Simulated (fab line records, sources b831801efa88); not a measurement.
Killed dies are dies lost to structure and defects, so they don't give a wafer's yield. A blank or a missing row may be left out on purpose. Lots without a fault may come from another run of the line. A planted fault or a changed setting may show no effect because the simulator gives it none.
One fault seen from 2 desks | flow gf180mcu | each desk has only its own numbers; what lay behind them comes last

THE TOOL OWNER'S DESK: cvd_w-02
The tool's own readings at GF_V4_CVD_23 (deposits W, target thk 350 nm, time 104.9 s): means of the sampled wafers that have a number, for each lot that ran on this tool. A lot is out of limits, marked OUT, if its mean lies more than 4 standard deviations from the usual mean; the brackets give that distance.
Columns: A = heater_power_w at GF_V4_CVD_23, usual 780 W
lot  | first seen here | A
L597 | day 26 01:48    | 762
L598 | day 26 11:26    | 711
L601 | day 27 07:28    | 763
L609 | day 29 13:44    | 728
L610 | day 29 18:35    | 764
This desk's finding: nothing out of limits on any of the 5 lots.

THE METROLOGY DESK
What the gauges read, lot by lot, whatever tool the lot ran on: means of the sampled wafers that have a number. A lot is out of limits, marked OUT, if its mean lies more than 4 standard deviations from the usual mean; the brackets give that distance.
Columns: A = V4_W_RS at GF_V4_RS_MEAS_24, usual 0.329 ohm/sq; B = V4_W_THK at GF_V4_THK_MEAS_25, usual 354 nm
lot  | first seen here | A               | B
L593 | day 24 12:02    | 0.328           | 350
L595 | day 24 22:50    | 0.329           | 350
L597 | day 26 01:55    | 0.330           | 349
L598 | day 26 11:33    | 0.333           | 349
L600 | day 26 16:43    | 0.325           | 357
L601 | day 27 07:34    | 0.330           | 351
L609 | day 29 13:52    | 0.288 (-12) OUT | 350
L610 | day 29 18:42    | 0.284 (-13) OUT | 354
L611 | day 30 03:02    | 0.325           | 360
L613 | day 30 20:30    | 0.328           | 357
L616 | day 31 08:56    | 0.327           | 365
This desk's finding: out of limits on L609, L610; first on L609, day 29 13:52 (V4_W_RS at GF_V4_RS_MEAS_24). In limits: L593, L595, L597, L598, L600, L601, L611, L613, L616.

PUT TOGETHER
The metrology desk could have raised an alarm at day 29 13:52, on L609, L610.
The tool owner's desk saw nothing out of limits.
The tool owner's desk has L609, L610 on record, within its limits.
Of the lots named, all ran GF_V4_CVD_23 on cvd_w-02.

WHAT THE SIMULATOR HAD PUT IN
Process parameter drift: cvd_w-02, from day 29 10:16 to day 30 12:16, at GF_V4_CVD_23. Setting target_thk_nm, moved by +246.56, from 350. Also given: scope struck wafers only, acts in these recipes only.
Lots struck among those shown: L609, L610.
Hours from the fault's start to each desk's first reading out of limits: the metrology desk, 4.
